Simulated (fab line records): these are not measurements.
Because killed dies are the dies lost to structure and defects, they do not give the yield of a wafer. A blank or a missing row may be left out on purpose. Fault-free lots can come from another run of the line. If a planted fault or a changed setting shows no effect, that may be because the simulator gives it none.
Commonality check across tools / flow gf180mcu / Sample size 13 lots and 39 wafers

## WHY THIS WAS OPENED
2 of 13 lots carry a flag on the reading HV_LDD_2_TW at GF_HV_LDD_TW_MEAS_23. Fault-free wafers read 1062, with a standard deviation of 16.
Rule: a lot is flagged when every wafer of it that has a number lies more than 4 standard deviations from that mean, or none has a number. All remaining lots are regarded as sound.

lot=L517; measured=day 11 02:13; on=filmMetro-03; HV_LDD_2_TW, wafer by wafer=1072 1071 1069; flag=
lot=L519; measured=day 11 17:16; on=filmMetro-03; HV_LDD_2_TW, wafer by wafer=1069 1074 1074; flag=
lot=L520; measured=day 11 18:52; on=filmMetro-03; HV_LDD_2_TW, wafer by wafer=1071 1065 1071; flag=
lot=L524; measured=day 13 06:59; on=filmMetro-01; HV_LDD_2_TW, wafer by wafer=1041 1046 1044; flag=
lot=L525; measured=day 13 12:58; on=filmMetro-01; HV_LDD_2_TW, wafer by wafer=1043 1047 1047; flag=
lot=L526; measured=day 13 20:23; on=filmMetro-04; HV_LDD_2_TW, wafer by wafer=1069 1068 1069; flag=
lot=L529; measured=day 15 05:52; on=filmMetro-01; HV_LDD_2_TW, wafer by wafer=957 954 951; flag=FLAGGED
lot=L530; measured=day 15 16:02; on=filmMetro-01; HV_LDD_2_TW, wafer by wafer=965 962 962; flag=FLAGGED
lot=L532; measured=day 16 01:02; on=filmMetro-03; HV_LDD_2_TW, wafer by wafer=1074 1073 1078; flag=
lot=L533; measured=day 16 05:25; on=filmMetro-03; HV_LDD_2_TW, wafer by wafer=1077 1070 1078; flag=
lot=L534; measured=day 16 18:19; on=filmMetro-04; HV_LDD_2_TW, wafer by wafer=1072 1072 1075; flag=
lot=L537; measured=day 17 10:31; on=filmMetro-01; HV_LDD_2_TW, wafer by wafer=1035 1035 1033; flag=
lot=L539; measured=day 18 00:42; on=filmMetro-01; HV_LDD_2_TW, wafer by wafer=1039 1033 1038; flag=
The mean of the flagged lots' numbers is 958, -104 from the usual (-6 standard deviations).

## LOT BY LOT: THE TOOL USED
3 process steps preceding the reading are held in the record, out of 602 steps in the route. Cell contents, in order: the tool; ch with the chambers the sampled wafers went through; the start.
lot=L517; flag=; GF_DNWELL_STRIP_08=plasmaAsher-02 ch 0,1, day 3 00:26; GF_POLY_GATE_STRIP_14=plasmaAsher-03 ch 0,1, day 9 12:11; GF_HV_LDD_IMPLANT_21=implanter-03 ch 0, day 11 01:58
lot=L519; flag=; GF_DNWELL_STRIP_08=plasmaAsher-04 ch 0,1, day 3 12:10; GF_POLY_GATE_STRIP_14=plasmaAsher-02 ch 0, day 10 02:37; GF_HV_LDD_IMPLANT_21=implanter-03 ch 0, day 11 17:01
lot=L520; flag=; GF_DNWELL_STRIP_08=plasmaAsher-03 ch 0,1, day 3 14:46; GF_POLY_GATE_STRIP_14=plasmaAsher-03 ch 0,1, day 10 04:29; GF_HV_LDD_IMPLANT_21=implanter-01 ch 0, day 11 18:38
lot=L524; flag=; GF_DNWELL_STRIP_08=plasmaAsher-02 ch 0,1, day 4 13:23; GF_POLY_GATE_STRIP_14=plasmaAsher-02 ch 1, day 11 13:22; GF_HV_LDD_IMPLANT_21=implanter-03 ch 0, day 13 06:44
lot=L525; flag=; GF_DNWELL_STRIP_08=plasmaAsher-03 ch 0, day 4 19:52; GF_POLY_GATE_STRIP_14=plasmaAsher-02 ch 0,1, day 11 19:40; GF_HV_LDD_IMPLANT_21=implanter-02 ch 0, day 13 12:44
lot=L526; flag=; GF_DNWELL_STRIP_08=plasmaAsher-04 ch 0,1, day 4 22:11; GF_POLY_GATE_STRIP_14=plasmaAsher-01 ch 0,1, day 12 01:52; GF_HV_LDD_IMPLANT_21=implanter-02 ch 0, day 13 20:10
lot=L529; flag=FLAGGED; GF_DNWELL_STRIP_08=plasmaAsher-04 ch 0,1, day 5 20:45; GF_POLY_GATE_STRIP_14=plasmaAsher-01 ch 0,1, day 13 07:32; GF_HV_LDD_IMPLANT_21=implanter-02 ch 0, day 15 05:38
lot=L530; flag=FLAGGED; GF_DNWELL_STRIP_08=plasmaAsher-02 ch 1, day 6 04:54; GF_POLY_GATE_STRIP_14=plasmaAsher-03 ch 0,1, day 13 18:44; GF_HV_LDD_IMPLANT_21=implanter-02 ch 0, day 15 15:48
lot=L532; flag=; GF_DNWELL_STRIP_08=plasmaAsher-02 ch 0,1, day 6 11:35; GF_POLY_GATE_STRIP_14=plasmaAsher-01 ch 0,1, day 14 03:32; GF_HV_LDD_IMPLANT_21=implanter-03 ch 0, day 16 00:47
lot=L533; flag=; GF_DNWELL_STRIP_08=plasmaAsher-03 ch 0,1, day 6 13:24; GF_POLY_GATE_STRIP_14=plasmaAsher-01 ch 0,1, day 14 07:17; GF_HV_LDD_IMPLANT_21=implanter-01 ch 0, day 16 05:11
lot=L534; flag=; GF_DNWELL_STRIP_08=plasmaAsher-02 ch 1, day 6 23:12; GF_POLY_GATE_STRIP_14=plasmaAsher-03 ch 0,1, day 14 18:44; GF_HV_LDD_IMPLANT_21=implanter-03 ch 0, day 16 18:05
lot=L537; flag=; GF_DNWELL_STRIP_08=plasmaAsher-03 ch 0,1, day 7 09:06; GF_POLY_GATE_STRIP_14=plasmaAsher-03 ch 0,1, day 15 10:08; GF_HV_LDD_IMPLANT_21=implanter-01 ch 0, day 17 10:17
lot=L539; flag=; GF_DNWELL_STRIP_08=plasmaAsher-03 ch 0,1, day 7 20:57; GF_POLY_GATE_STRIP_14=plasmaAsher-01 ch 0,1, day 16 01:52; GF_HV_LDD_IMPLANT_21=implanter-01 ch 0, day 18 00:27
These steps, and what they do:
- GF_DNWELL_STRIP_08: strips in O2/N2.
- GF_POLY_GATE_STRIP_14: strips in O2/N2.
- GF_HV_LDD_IMPLANT_21
- GF_HV_LDD_TW_MEAS_23

## FLAGGED AGAINST TOTAL, ONE TOOL AT A TIME (gauges that did the reading follow at the end)
step=GF_DNWELL_STRIP_08; tool=plasmaAsher-02; lots run=5; flagged=1; share of the flagged lots=some; sound lots run after its first flagged lot=2 (L532,L534)
step=GF_DNWELL_STRIP_08; tool=plasmaAsher-03; lots run=5; flagged=0; share of the flagged lots=none; sound lots run after its first flagged lot=-
step=GF_DNWELL_STRIP_08; tool=plasmaAsher-04; lots run=3; flagged=1; share of the flagged lots=some; sound lots run after its first flagged lot=0
step=GF_POLY_GATE_STRIP_14; tool=plasmaAsher-01; lots run=5; flagged=1; share of the flagged lots=some; sound lots run after its first flagged lot=3 (L532,L533,L539)
step=GF_POLY_GATE_STRIP_14; tool=plasmaAsher-02; lots run=3; flagged=0; share of the flagged lots=none; sound lots run after its first flagged lot=-
step=GF_POLY_GATE_STRIP_14; tool=plasmaAsher-03; lots run=5; flagged=1; share of the flagged lots=some; sound lots run after its first flagged lot=2 (L534,L537)
step=GF_HV_LDD_IMPLANT_21; tool=implanter-01; lots run=4; flagged=0; share of the flagged lots=none; sound lots run after its first flagged lot=-
step=GF_HV_LDD_IMPLANT_21; tool=implanter-02; lots run=4; flagged=2; share of the flagged lots=all; sound lots run after its first flagged lot=0
step=GF_HV_LDD_IMPLANT_21; tool=implanter-03; lots run=5; flagged=0; share of the flagged lots=none; sound lots run after its first flagged lot=-
step=GF_HV_LDD_TW_MEAS_23; tool=filmMetro-01; lots run=6; flagged=2; share of the flagged lots=all; sound lots run after its first flagged lot=2 (L537,L539)
step=GF_HV_LDD_TW_MEAS_23; tool=filmMetro-03; lots run=5; flagged=0; share of the flagged lots=none; sound lots run after its first flagged lot=-
step=GF_HV_LDD_TW_MEAS_23; tool=filmMetro-04; lots run=2; flagged=0; share of the flagged lots=none; sound lots run after its first flagged lot=-

## THE TABLE: WHAT IT ALLOWS
Rows of the table that ran all the flagged lots, 2 in number: implanter-02 at GF_HV_LDD_IMPLANT_21; filmMetro-01 at GF_HV_LDD_TW_MEAS_23.
- implanter-02 at GF_HV_LDD_IMPLANT_21: 2 of its 4 lots flagged. Last sound lot L526 at day 13 20:10, first flagged lot L529 at day 15 05:38; a fault beginning in between fits. Its own readings lie more than 4 standard deviations out on every wafer of the flagged lots: doseIonsCm2, faradayCurrentUA.
- filmMetro-01 at GF_HV_LDD_TW_MEAS_23: 2 of its 6 lots flagged. Lots that were sound ran on it after the first flagged one (L537, L539); a persistent fault on the entire tool would not allow that.
What remains is a single tool, implanter-02 at GF_HV_LDD_IMPLANT_21.

## WHAT THE SIMULATOR PUT IN
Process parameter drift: implanter-02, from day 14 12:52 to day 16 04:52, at GF_HV_LDD_IMPLANT_21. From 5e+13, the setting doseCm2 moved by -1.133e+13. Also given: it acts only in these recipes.
Lots struck among those shown: L529, L530. The rule given above showed the same thing.
